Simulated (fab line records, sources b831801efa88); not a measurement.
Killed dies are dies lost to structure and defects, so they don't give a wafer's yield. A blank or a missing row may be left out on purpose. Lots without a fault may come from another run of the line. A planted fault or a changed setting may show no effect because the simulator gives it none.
Which tool did it? | flow gf180mcu | 14 lots, 42 wafers sampled, at 4 steps of a route of 602

WHAT THE GAUGES READ, wafer by wafer
GF_V5_RS_MEAS_24: measures by four-point-probe. Usual: V5_W_RS 0.3296 ohm/sq, standard deviation 0.0028.
lot  | measured     | on            | V5_W_RS (ohm/sq)     | flag
L965 | day 28 00:56 | film_metro-01 | 0.3290 0.3338 0.3308 |
L964 | day 28 05:16 | film_metro-01 | 0.3299 0.3297 0.3260 |
L966 | day 28 15:39 | film_metro-03 | 0.3283 0.3310 0.3296 |
L967 | day 28 20:08 | film_metro-03 | 0.3346 0.3344 0.3317 |
L968 | day 29 08:20 | film_metro-01 | 0.3298 0.3322 0.3245 |
L969 | day 29 11:32 | film_metro-01 | 0.3268 0.3275 0.3247 |
L970 | day 30 01:37 | film_metro-03 | 0.3285 0.3374 0.3357 |
L971 | day 30 07:50 | film_metro-01 | 0.3355 0.3292 0.3342 |
L972 | day 30 11:27 | film_metro-01 | 0.3312 0.3310 0.3307 |
L973 | day 30 20:25 | film_metro-03 | 0.3304 0.3330 0.3250 |
L980 | day 32 20:17 | film_metro-01 | 0.3259 0.3287 0.3287 |
L981 | day 33 00:33 | film_metro-02 | 0.3309 0.3315 0.3334 |
L983 | day 33 03:08 | film_metro-01 | 0.3261 0.3274 0.3257 |
L985 | day 33 18:25 | film_metro-01 | 0.3300 0.3281 0.3289 |

GF_TOP_METAL_CD_MEAS_14: target cd 440 nm. Usual: cd_nm 440.3 nm, standard deviation 2.2.
lot  | measured     | on        | cd_nm (nm)        | flag
L965 | day 28 21:07 | cd_sem-02 | 441.5 439.5 441.1 |
L964 | day 29 00:46 | cd_sem-01 | 441.8 440.3 440.9 |
L966 | day 29 11:42 | cd_sem-02 | 443.6 442.8 442.8 |
L967 | day 29 16:26 | cd_sem-02 | 440.6 442.7 439.8 |
L968 | day 30 03:52 | cd_sem-02 | 440.7 440.6 441.9 |
L969 | day 30 06:36 | cd_sem-02 | 441.9 442.7 445.7 |
L970 | day 30 19:49 | cd_sem-01 | 436.1 436.6 435.6 |
L971 | day 31 02:22 | cd_sem-01 | 439.0 438.9 438.5 |
L972 | day 31 05:54 | cd_sem-02 | 443.5 443.5 444.9 |
L973 | day 31 14:27 | cd_sem-01 | 440.6 438.2 438.2 |
L980 | day 33 12:35 | cd_sem-01 | 444.1 441.6 438.8 |
L981 | day 33 16:07 | cd_sem-01 | 441.5 441.8 441.5 |
L983 | day 33 19:09 | cd_sem-02 | 440.9 440.9 440.7 |
L985 | day 34 09:49 | cd_sem-01 | 439.1 438.6 438.2 |

WHICH TOOL RAN EACH LOT (tool, then ch and the chambers of the sampled wafers, then the start)
lot  | GF_HV_LDD_ETCHBACK_58              | GF_TOP_METAL_SPUTTER_00
L965 | rie_diel-02 ch 0,1,2, day 13 07:56 | pvd_sputter-03, day 28 01:24
L964 | rie_diel-02 ch 0,3, day 13 09:59   | pvd_sputter-01, day 28 05:44
L966 | rie_diel-02 ch 1,3, day 13 22:26   | pvd_sputter-03, day 28 16:08
L967 | rie_diel-03 ch 0,2,3, day 14 04:08 | pvd_sputter-01, day 28 20:35
L968 | rie_diel-04 ch 0,1,3, day 14 13:32 | pvd_sputter-02, day 29 08:46
L969 | rie_diel-04 ch 0,1,2, day 14 18:12 | pvd_sputter-02, day 29 12:01
L970 | rie_diel-04 ch 1,3, day 15 10:05   | pvd_sputter-02, day 30 02:05
L971 | rie_diel-03 ch 0,1,3, day 15 16:40 | pvd_sputter-02, day 30 08:15
L972 | rie_diel-04 ch 0,1,3, day 15 20:35 | pvd_sputter-03, day 30 11:58
L973 | rie_diel-02 ch 0,2,3, day 16 07:46 | pvd_sputter-03, day 30 20:53
L980 | rie_diel-03 ch 0,1,3, day 19 00:08 | pvd_sputter-03, day 32 20:43
L981 | rie_diel-03 ch 0,1,2, day 19 06:50 | pvd_sputter-01, day 33 01:01
L983 | rie_diel-02 ch 0,1, day 19 11:50   | pvd_sputter-02, day 33 03:37
L985 | rie_diel-02 ch 0,3, day 20 12:35   | pvd_sputter-03, day 33 18:52
- GF_HV_LDD_ETCHBACK_58: etches Si3N4 in CH3F/O2, stops on SiO2, time 100 s, target depth 90 nm.
- GF_TOP_METAL_SPUTTER_00: material Ti, target thk 37.5 nm, time 150 s.

WHAT THE TOOLS THEMSELVES READ (means of the sampled wafers that have a number; where no wafer has one, the mark that the record gives instead)
GF_HV_LDD_ETCHBACK_58. Usual: drypump_motor_current_A 6.1 A, standard deviation 0.43; oes_product_au 0.844 a.u., standard deviation 0.0068; throttle_valve_pct 10.562 %, standard deviation 0.009.
lot  | tool        | drypump_motor_current_A (A) | oes_product_au (a.u.) | throttle_valve_pct (%) | flag
L965 | rie_diel-02 | 6.1                         | 0.843                 | 10.556                 |
L964 | rie_diel-02 | 6.3                         | 0.848                 | 10.576                 |
L966 | rie_diel-02 | 6.1                         | 0.842                 | 10.573                 |
L967 | rie_diel-03 | 5.9                         | 0.837                 | 10.566                 |
L968 | rie_diel-04 | 6.0                         | 0.837                 | 10.563                 |
L969 | rie_diel-04 | 5.9                         | 0.839                 | 10.558                 |
L970 | rie_diel-04 | 6.4                         | 0.843                 | 10.565                 |
L971 | rie_diel-03 | 5.7                         | 0.852                 | 10.570                 |
L972 | rie_diel-04 | 6.1                         | 0.852                 | 10.567                 |
L973 | rie_diel-02 | 6.4                         | 0.845                 | 10.555                 |
L980 | rie_diel-03 | 5.7                         | 0.848                 | 10.567                 |
L981 | rie_diel-03 | 5.9                         | 0.846                 | 10.554                 |
L983 | rie_diel-02 | 5.8                         | 0.841                 | 10.567                 |
L985 | rie_diel-02 | 6.4                         | 0.836                 | 10.565                 |

GF_TOP_METAL_SPUTTER_00. Usual: throttle_valve_pct 29.9 %, standard deviation 1.
lot  | tool           | throttle_valve_pct (%) | flag
L965 | pvd_sputter-03 | 29.9                   |
L964 | pvd_sputter-01 | 29.8                   |
L966 | pvd_sputter-03 | 29.0                   |
L967 | pvd_sputter-01 | 29.4                   |
L968 | pvd_sputter-02 | 30.7                   |
L969 | pvd_sputter-02 | 29.5                   |
L970 | pvd_sputter-02 | 30.9                   |
L971 | pvd_sputter-02 | 29.1                   |
L972 | pvd_sputter-03 | 29.8                   |
L973 | pvd_sputter-03 | 29.6                   |
L980 | pvd_sputter-03 | 29.4                   |
L981 | pvd_sputter-01 | 28.4                   |
L983 | pvd_sputter-02 | 30.5                   |
L985 | pvd_sputter-03 | 29.0                   |

THE ANSWER, worked out from the rows above alone
Rule: a lot is off if the mean of its wafers that have a number lies more than 3 standard deviations from the usual mean. A lot without any number at a reading at which 4 lots or more have one is off too. The other lots that the step has rows for count as sound. The gauges are gone through in route order, then the tools' own readings, and for those a lot's mean is taken as printed above. The first step at which some lot is off is used, and at that step the reading that is off furthest; a lot without a number counts as furthest.
No lot is off at any reading shown: from this, nothing can be told.

WHAT THE SIMULATOR HAD PUT IN
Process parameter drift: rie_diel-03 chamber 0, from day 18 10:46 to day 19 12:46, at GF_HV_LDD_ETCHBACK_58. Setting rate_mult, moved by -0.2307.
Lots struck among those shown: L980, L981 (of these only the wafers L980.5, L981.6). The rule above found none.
